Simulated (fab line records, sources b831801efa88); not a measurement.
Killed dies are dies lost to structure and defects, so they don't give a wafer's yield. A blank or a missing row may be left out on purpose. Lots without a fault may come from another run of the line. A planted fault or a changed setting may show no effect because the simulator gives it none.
fab line records | flow sky130
record lots=7 wafers=21 last_day=50
route steps=708 shown METAL3@557
lots that met no fault: from a run of the same line without faults
start_h: hours from the record's first day to the start of the lot's first wafer shown | wait_h: hours since the lot's step before | " the same as in the row above | L1.1+2: a row that stands for several wafers | - no value, or no start given | * or withheld: withheld | < > ~ a bound
route shown NAME@n: a module of which the file shows steps, and the number in the route of the first | usual: mean/standard deviation of fault-free wafers | same: alike in all rows | chamber/n: place in a boat | sites: the reading at each site | _std_site: their standard deviation | _edge_site: outer sites' mean less inner sites' | radius_mm: how far each site lies from the wafer's centre | mask NAME#n: copy n | behind: the tool/chamber that last shaped the wafer | hold: why the lot was held/for how many hours/how that ended | device: the transistor (n, p or np) that didn't switch | end of line: the same wafers' tests at the end of the route | a step without rows: its recipe alone | killed: dies lost to structure and defects at the first sort, not the wafer's yield | map: a wafer's dies, x killed, . not, _ none there
set.NAME: the setting as run; set.NAME@STEP: as run at that earlier step | model.NAME: the simulator's own value behind a step, which no gauge read
lots at some steps of the route; a table a step, a row a wafer
services: from which hour (start_h, from the record's first day; less than 0 if before it) a tool's chamber was out of use, for how many hours, and why
## steps
# step SKY_METAL3_COAT_07
# recipe resist=BARC temp_c=withheld time_s=withheld spin_rpm=3000 resist_thk_nm=60
# step SKY_METAL3_COAT_08
# recipe resist=KrF-thick spin_rpm=3000 resist_thk_nm=1140
# step SKY_METAL3_SOFTBAKE_09
# recipe temp_c=100 time_s=90 resist=KrF-thick
# step SKY_METAL3_EXPOSE_10
# recipe mask_id=MM3 na=0.68 source_shape=annular sigma_inner=0.4 sigma_outer=0.8 target_cd_nm=300 dose_mj=28
# step SKY_METAL3_PEB_11
# recipe peb_temp_c=withheld peb_time_s=withheld resist=KrF-thick
# step SKY_METAL3_DEVELOP_12
# recipe develop_time_s=60 resist=KrF-thick dev_temp_c=21
# step SKY_METAL3_CD_MEAS_13
# recipe target_cd_nm=300
# usual cd_nm=299.7/1.6
# columns lot.wafer tool chamber start_h wait_h cd_nm
L177.1 cd_sem-02 - 956.15 - 297.8
L177.3 " - " " 298.0
L177.6 " - " " 299.6
L180.1 cd_sem-02 - 977.40 - 299.9
L180.2 " - " " 297.4
L180.5 " - " " 297.9
L188.3 cd_sem-01 - 1022.53 - 301.0
L188.5 " - " " 300.3
L188.6 " - " " 302.5
L189.3 cd_sem-01 - 1026.29 - 297.7
L189.4 " - " " 297.3
L189.6 " - " " 299.3
L190.1 cd_sem-01 - 1028.99 - 299.2
L190.4 " - " " 299.3
L190.5 " - " " 301.0
L193.2 cd_sem-01 - 1045.72 - 299.9
L193.4 " - " " 300.6
L193.6 " - " " 299.1
L194.1 cd_sem-02 - 1063.86 - 299.0
L194.4 " - " " 299.1
L194.6 " - " " 300.0
# step SKY_METAL3_OVL_MEAS_14
# usual METAL3_OVL=0/4.4
# columns lot.wafer tool chamber start_h wait_h METAL3_OVL[nm]
L177.1 overlay-01 - 956.27 0.1 3
L177.3 " - " " -3
L177.6 " - " " 8
L180.1 overlay-01 - 977.52 0.1 -3
L180.2 " - " " -7
L180.5 " - " " -1
L188.3 overlay-01 - 1022.62 0.1 -2
L188.5 " - " " -6
L188.6 " - " " 0
L189.3 overlay-01 - 1026.38 0.1 0
L189.4 " - " " -7
L189.6 " - " " -6
L190.1 overlay-01 - 1029.11 0.1 -5
L190.4 " - " " -3
L190.5 " - " " -2
L193.2 overlay-01 - 1045.83 0.1 0
L193.4 " - " " 5
L193.6 " - " " 1
L194.1 overlay-02 - 1063.98 0.1 0
L194.4 " - " " -3
L194.6 " - " " -3
# step SKY_METAL3_DESCUM_15
# recipe chemistry=O2 source_power_w=150 bias_power_w=0 pressure_mtorr=10 temp_c=40 time_s=8
# usual drypump_motor_current_A=5.8/0.41 oes_product_au=1.002/0.01 rf_fwd_power_W=147.5/0.94 temp_c=40.01/0.11
# columns lot.wafer tool chamber start_h wait_h drypump_motor_current_A oes_product_au rf_fwd_power_W rf_hours_counter_h temp_c
L177.1 rie_metal-04 0 956.31 0.0 6.2 1.009 147.6 16 40.05
L177.3 " 0 " " 6.2 1.011 147.9 - 39.94
L177.6 " 0 " " 6.2 1.018 148.6 - 40.00
L180.1 rie_metal-03 1 977.56 0.0 5.9 0.993 146.2 16 40.19
L180.2 " 0 " " 5.9 1.002 147.1 3 39.97
L180.5 " 1 " " 6.0 0.979 146.1 - 40.02
L188.3 rie_metal-04 1 1022.66 0.0 5.2 0.999 148.3 - 39.95
L188.5 " 1 " " 5.1 1.001 147.5 - 39.93
L188.6 " 1 " " 5.1 0.994 147.6 - 40.07
L189.3 rie_metal-02 0 1026.42 0.0 6.0 1.009 147.8 - 39.98
L189.4 " 1 " " 6.1 0.994 147.5 - 39.97
L189.6 " 0 " " 6.0 1.016 147.1 - 39.87
L190.1 rie_metal-04 1 1029.14 0.0 5.1 0.991 149.0 17 40.04
L190.4 " 0 " " 6.2 1.000 148.7 - 40.11
L190.5 " 0 " " 6.2 0.997 147.9 - 40.00
L193.2 rie_metal-02 1 1045.86 0.0 6.1 1.004 147.3 8 39.81
L193.4 " 0 " " 6.0 1.023 145.9 - 39.99
L193.6 " 1 " " 6.1 1.004 146.6 - 40.03
L194.1 rie_metal-04 1 1064.02 0.0 5.1 0.987 148.2 19 39.95
L194.4 " 1 " " 5.1 1.002 149.0 - 40.21
L194.6 " 1 " " 5.1 0.992 148.2 - 40.16
# step SKY_METAL3_ETCH_16
# recipe chemistry=N2/H2 target=BARC ion_energy_ev=200 bias_w=100 pressure_mtorr=30 n2_flow_sccm=100 h2_flow_sccm=200 icp_w=500 stop_on=SiO2 time_s=88.2 target_depth_a=600
# usual drypump_motor_current_A=5.8/0.41 h2_flow_sccm=200.0/0.59 oes_product_au=0.626/0.005 rf_fwd_power_W=497.2/1.7 throttle_valve_pct=13.205/0.0096
# columns lot.wafer tool chamber start_h wait_h drypump_motor_current_A h2_flow_sccm oes_product_au rf_fwd_power_W rf_hours_counter_h throttle_valve_pct
L177.1 rie_metal-04 0 956.34 0.0 6.2 199.6 0.622 498.8 16 13.208
L177.3 " 0 " " 6.2 200.4 0.622 498.5 - 13.199
L177.6 " 0 " " 6.2 200.0 0.620 498.9 - 13.206
L180.1 rie_metal-03 1 977.59 0.0 6.0 199.2 0.629 495.0 16 13.222
L180.2 " 0 " " 5.9 200.1 0.623 496.7 3 13.192
L180.5 " 1 " " 6.0 199.2 0.621 497.0 - 13.206
L188.3 rie_metal-04 1 1022.77 0.1 5.2 200.7 0.638 499.8 - 13.204
L188.5 " 1 " " 5.2 200.2 0.621 499.4 - 13.208
L188.6 " 1 " " 5.2 199.9 0.629 498.5 - 13.203
L189.3 rie_metal-02 0 1026.47 0.0 6.0 200.0 0.622 496.0 - 13.207
L189.4 " 1 " " 6.1 200.6 0.627 498.2 - 13.193
L189.6 " 0 " " 6.0 200.1 0.631 495.8 - 13.200
L190.1 rie_metal-04 1 1029.17 0.0 5.2 200.5 0.627 496.9 17 13.194
L190.4 " 0 " " 6.2 200.1 0.627 500.4 - 13.199
L190.5 " 0 " " 6.2 200.0 0.618 502.6 - 13.208
L193.2 rie_metal-02 1 1045.89 0.0 6.1 199.6 0.624 498.3 8 13.184
L193.4 " 0 " " 6.0 199.9 0.627 496.3 - 13.202
L193.6 " 1 " " 6.1 200.3 0.638 497.1 - 13.218
L194.1 rie_metal-04 1 1064.05 0.0 5.1 200.9 0.625 495.8 19 13.202
L194.4 " 1 " " 5.1 200.1 0.627 496.6 - 13.208
L194.6 " 1 " " 5.1 200.1 0.632 499.2 - 13.211
# step SKY_METAL3_ETCH_17
# recipe target=SiO2 stop_on=TiN chemistry=C4F8/O2/Ar source_w=1500 bias_w=1200 pressure_mtorr=40 c4f8_flow_sccm=withheld O2_flow_sccm=6 Ar_flow_sccm=300 time_s=3.9 target_depth_a=150
# usual oes_product_au=0.755/0.0083 rf_fwd_power_W=1469/7.4
# columns lot.wafer tool chamber start_h wait_h oes_product_au rf_fwd_power_W rf_hours_counter_h
L177.1 rie_diel-04 0 956.44 0.1 0.754 1466 4
L177.3 " 2 " " 0.755 1459 12
L177.6 " 0 " " 0.766 1468 -
L180.1 rie_diel-01 0 977.69 0.1 0.759 1456 19
L180.2 " 2 " " 0.761 1481 14
L180.5 " 1 " " 0.758 1479 -
L188.3 rie_diel-01 3 1022.90 0.1 0.742 1473 19
L188.5 " 2 " " 0.750 1474 -
L188.6 " 3 " " 0.747 1481 -
L189.3 rie_diel-02 1 1026.54 0.0 0.747 1468 23
L189.4 " 3 " " 0.747 1464 6
L189.6 " 1 " " 0.756 1473 -
L190.1 rie_diel-02 1 1029.27 0.1 0.754 1472 23
L190.4 " 0 " " 0.760 1468 1
L190.5 " 1 " " 0.759 1475 -
L193.2 rie_diel-02 3 1045.99 0.1 0.750 1461 7
L193.4 " 0 " " 0.744 1464 1
L193.6 " 0 " " 0.753 1461 -
L194.1 rie_diel-04 2 1064.15 0.1 0.767 1458 15
L194.4 " 1 " " 0.754 1474 23
L194.6 " 0 " " 0.769 1470 -
# step SKY_METAL3_METAL_ETCH_18
# recipe target_depth_a=8450 stop_on=SiO2 over_etch_frac=0.3 time_s=183.1 chemistry=Cl2/BCl3 resist_sidewall_deg=88 pressure_mtorr=10 icp_w=900 bias_w=48.5 Cl2_flow_sccm=60 bcl3_flow_sccm=30
# usual drypump_motor_current_A=5.94/0.23 oes_product_au=0.867/0.0063 rf_fwd_power_W=896/3.1 throttle_valve_pct=22.265/0.0085
# columns lot.wafer tool chamber start_h wait_h drypump_motor_current_A oes_product_au rf_fwd_power_W rf_hours_counter_h throttle_valve_pct
L177.1 rie_metal-03 0 956.46 0.0 5.86 0.859 897 2 22.277
L177.3 " 0 " " 5.87 0.867 898 - 22.268
L177.6 " 0 " " 5.87 0.869 897 - 22.263
L180.1 rie_metal-02 1 977.71 0.0 6.11 0.864 897 3 22.264
L180.2 " 0 " " 6.04 0.857 900 9 22.260
L180.5 " 1 " " 6.12 0.859 898 - 22.271
L188.3 rie_metal-02 0 1022.98 0.1 6.02 0.874 892 - 22.275
L188.5 " 1 " " 6.16 0.862 892 - 22.266
L188.6 " 0 " " 6.03 0.860 891 - 22.265
L189.3 rie_metal-03 0 1026.68 0.1 5.87 0.863 900 - 22.250
L189.4 " 0 " " 5.87 0.868 899 - 22.245
L189.6 " 0 " " 5.86 0.867 897 - 22.281
L190.1 rie_metal-03 0 1029.29 0.0 5.85 0.866 896 7 22.273
L190.4 " 0 " " 5.89 0.867 902 - 22.254
L190.5 " 0 " " 5.86 0.870 897 - 22.262
L193.2 rie_metal-03 1 1046.07 0.1 5.98 0.866 894 - 22.264
L193.4 " 1 " " 5.98 0.876 894 - 22.270
L193.6 " 1 " " 5.97 0.872 896 - 22.262
L194.1 rie_metal-02 0 1064.17 0.0 6.01 0.865 896 14 22.279
L194.4 " 1 " " 6.14 0.865 899 - 22.267
L194.6 " 1 " " 6.13 0.868 895 - 22.260
# step SKY_METAL3_STRIP_19
# recipe chemistry=O2/N2 power_w=1400 pressure_mtorr=1500 platen_temp_c=withheld o2_flow_sccm=3000 n2_flow_sccm=300 overash_fraction=0.5
# usual chamber_pressure_mTorr=1499.9/1.4 drypump_motor_current_A=5.6/0.35 oes_product_au=0.502/0.006 strip_time_to_endpoint_s=6.54/0.1
# columns lot.wafer tool chamber start_h wait_h chamber_pressure_mTorr drypump_motor_current_A oes_product_au rf_hours_counter_h strip_time_to_endpoint_s model.KrF-thick_of_METAL3_COAT_08.thk_nm
L177.1 plasma_asher-04 0 956.63 0.1 1497.5 5.8 0.495 81 6.58 0
L177.3 " 0 " " 1498.9 5.8 0.508 - 6.66 0
L177.6 " 0 " " 1500.0 5.8 0.505 - 6.56 0
L180.1 plasma_asher-04 0 977.88 0.1 1502.3 5.8 0.504 84 6.52 0
L180.2 " 1 " " 1500.3 5.3 0.495 84 6.41 0
L180.5 " 0 " " 1500.9 5.8 0.500 - 6.48 0
L188.3 plasma_asher-03 0 1023.13 0.1 - - - - - 509.8
L188.5 " 1 " " - - - - - 526.9
L188.6 " 0 " " - - - - - 513.7
L189.3 plasma_asher-01 1 1026.95 0.2 - - - - - 529.6
L189.4 " 0 " " - - - - - 528.9
L189.6 " 1 " " - - - - - 533
L190.1 plasma_asher-04 0 1029.65 0.3 - - - - - 533.2
L190.4 " 0 " " - - - - - 531
L190.5 " 0 " " - - - - - 534
L193.2 plasma_asher-01 1 1046.36 0.2 1500.6 6.1 0.502 30 6.69 0
L193.4 " 1 " " 1500.3 6.1 0.507 - 6.68 0
L193.6 " 0 " " 1501.5 5.7 0.514 - 6.69 0
L194.1 plasma_asher-03 1 1064.34 0.1 1499.1 5.8 0.499 0 6.41 0
L194.4 " 0 " " 1500.8 5.0 0.505 - 6.48 0
L194.6 " 0 " " 1499.1 5.0 0.502 - 6.55 0
# step SKY_METAL3_STRIP_20
# recipe chemistry=post_etch_residue_remover time_s=1200 temp_c=72.5
## services
# columns tool chamber start_h hours kind
rie_diel-02 0 939.08 9.1 repair
rie_diel-02 1 945.24 4.0 repair
rie_diel-01 3 945.74 12.3 repair
rie_diel-04 - 949.80 2.8 pm
rie_metal-04 - 956.44 1.4 pm
rie_diel-02 2 961.55 20.1 repair
rie_diel-01 2 965.29 5.4 repair
rie_diel-02 0 981.61 - clean
rie_diel-02 0 981.61 17.1 scheduled_down
rie_diel-02 0 981.61 17.1 vent_cycle
plasma_asher-01 - 1009.62 2.8 pm
rie_metal-04 0 1009.92 - clean
rie_metal-04 0 1009.92 17.3 scheduled_down
rie_metal-04 0 1009.92 17.3 vent_cycle
rie_metal-03 1 1011.18 27.6 repair
rie_diel-02 2 1022.77 1.9 repair
plasma_asher-03 - 1029.53 2.1 repair
rie_metal-03 0 1031.79 19.2 repair
rie_diel-04 - 1041.67 0.4 repair
plasma_asher-03 - 1055.25 9.0 pm
plasma_asher-03 0 1055.25 9.0 vent_cycle
plasma_asher-03 1 1055.25 9.0 vent_cycle
rie_diel-04 3 1064.17 2.6 repair
plasma_asher-03 0 1064.25 - clean
## key
first_sign step=SKY_METAL3_STRIP_19 reading=tool_record direction=missing
effect none on later readings
model_effect step=SKY_METAL3_STRIP_19 value=KrF-thick_of_METAL3_COAT_08.thk_nm without=0 struck=526.7
met_at SKY_METAL3_STRIP_19
struck_wafers L188.3,L188.5,L188.6,L189.3,L189.4,L189.6,L190.1,L190.4,L190.5
later_rows_left_out L188.3,L188.5,L188.6,L189.3,L189.4,L189.6,L190.1,L190.4,L190.5
sort_left_out L188.3,L188.5,L188.6,L189.3,L189.4,L189.6,L190.1,L190.4,L190.5
onset_between 977.88 1023.13
fault kind=skipped_step_whole tool=plasma_asher-01,plasma_asher-03,plasma_asher-04 chamber=- onset_h=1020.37 steps=SKY_METAL3_STRIP_19 scope=struck_lots_only
# sort_left_out: the simulated sort isn't trusted on such a fault, so these wafers' sort isn't shown, and their yield isn't known
# later_rows_left_out: the simulator's readings of these wafers behind a module that went badly wrong aren't trusted and aren't shown, but for the sort
